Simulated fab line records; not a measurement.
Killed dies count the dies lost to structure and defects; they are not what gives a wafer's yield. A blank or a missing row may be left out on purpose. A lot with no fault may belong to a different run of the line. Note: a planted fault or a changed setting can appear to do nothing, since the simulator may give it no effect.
Problem report in the 8D (eight disciplines) form, filled by code + flow gf180mcu + the parts of the form that need people (team, actions taken, sign-off) are left out

## 1. THE ISSUE
heater power total W at GF_V1_PEB_12 reads a mean of 86.43 W on 6 wafers of 2 lots; wafers without a fault read 85.71 W with a standard deviation of 0.081. Measured from the usual mean, that is +8.9 standard deviations.
The step: peb time 90 s.
The first sign was on wafer L704.2 at day 22 10:06, on litho track-04. The record holds 42 wafers of 14 lots with a number at this step. Rule for "out", or "out of limits": more than 4 standard deviations from the usual mean. All remaining wafers that have a number are taken as sound.

## 2. WHAT IT IS, WHAT IT ISN'T
| question                    | is                                 | is not                                                                                                   |
|-----------------------------|------------------------------------|----------------------------------------------------------------------------------------------------------|
| which readings at this step | heater power total W, plate temp C | resist line temp C                                                                                       |
| which lots                  | L704, L705                         | L694, L695, L696, L697, L702, L706, L708, L710, L711, L713, L715, L716                                   |
| which wafers of those lots  | all that have a number             | -                                                                                                        |
| read on which tools         | litho track-04                     | litho track-02, litho track-03                                                                           |
| when                        | from day 22 10:06                  | up to then (15 sound wafers); but 21 sound wafers of L706, L708, L710, L711, L713, L715, L716 came after |

## 3. SUSPECTS, AND WHAT RULES EACH OUT
Counting: a tool at a process step up to the reading stays a suspect if it ran every lot that is out and no sound lot after the first of them.
- litho track-04 at GF_V1_PEB_12 (peb time 90 s): ruled out as a lasting fault. Following L704 (day 22 10:06), the first lot on it that is out, the sound lots L716 were run on it.
Left after counting: nothing in the record.

## 4. THE CAUSE (what the simulator had put in)
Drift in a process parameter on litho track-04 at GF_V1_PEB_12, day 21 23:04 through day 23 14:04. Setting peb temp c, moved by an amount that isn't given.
Counting ruled it out, wrongly.

## 5. THE CHAIN OF EFFECTS, in route order
Each row: a reading where the mean over the struck wafers with a number is more than 3 standard deviations away from the usual. Only readings for which the record gives a usual standard deviation are gone through. hours: the time from each lot's start at the first step in this table that gives one to its start at this step, as a median over the lots. sigmas: the change in usual standard deviations.
| hours | step         | reading              | usual    | on struck wafers | change | sigmas |
|-------|--------------|----------------------|----------|------------------|--------|--------|
| 0     | GF_V1_PEB_12 | heater power total W | 85.71 W  | 86.43            | +0.72  | +8.9   |
| 0     | GF_V1_PEB_12 | plate temp C         | 134.97 C | 135.70           | +0.73  | +6.1   |
Its process steps:
- GF_V1_PEB_12: peb time 90 s.
Later steps that measure or inspect, where all struck wafers having a row at the step show a number for every such reading and not one has moved that far: GF_V1_CD_MEAS_14.

## 6. WHAT WOULD HAVE CAUGHT IT SOONER
The fault began at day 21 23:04; the first out-of-limits reading in this record came at day 22 10:06, 11 hours later.
